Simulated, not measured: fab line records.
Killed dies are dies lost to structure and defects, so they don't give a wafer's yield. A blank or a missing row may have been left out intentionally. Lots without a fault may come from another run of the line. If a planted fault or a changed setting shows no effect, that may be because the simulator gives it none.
Chamber matching -- flow gf180mcu -- GF_STI_CVD_23 on hdpcvd-02: 3 sister chambers
The step deposits SiO2, target thk 650 nm, time 108.3 s. 3 wafers are shown with their chamber, then 8 later ones without.

== EACH WAFER AND ITS CHAMBER ==
wafer,chamber,pressure-mtorr (mTorr)
L305.5,1,6.006
L305.6,0,5.997
L307.1,2,5.998

== WAFERS WITHOUT THEIR CHAMBER ==
wafer,pressure-mtorr (mTorr)
L307.3,5.989
L307.5,5.990
L310.4,6.000
L311.1,6.008
L311.4,5.996
L311.6,5.993
L313.2,5.983
L313.3,5.995

== THE CHAMBER EACH PASSED THROUGH ==
wafer,from the rows above,in truth
L307.3,can't be placed: 0 or 2 or 1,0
L307.5,can't be placed: 0 or 2 or 1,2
L310.4,can't be placed: 2 or 0 or 1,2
L311.1,can't be placed: 1 or 2 or 0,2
L311.4,can't be placed: 0 or 2 or 1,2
L311.6,can't be placed: 0 or 2 or 1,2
L313.2,can't be placed: 0 or 2 or 1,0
L313.3,can't be placed: 0 or 2 or 1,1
Correctly placed: 0 of 8. Not placeable from these rows: 8 (in 8, the candidates include the true chamber). Wrongly placed: 0.
How it was worked out, from the rows above alone: a wafer's distance from a chamber is the root of the sum, over the readings, of the square of ((its reading less the chamber's mean) divided by the reading's scatter). If the next closest chamber is less than 2 further off than the closest, the wafer can't be placed; otherwise it belongs to the closest. A chamber's mean is the mean of its shown wafers. The scatter: root of mean squared gap, hidden wafer to nearest shown wafer, with one shown wafer a chamber.
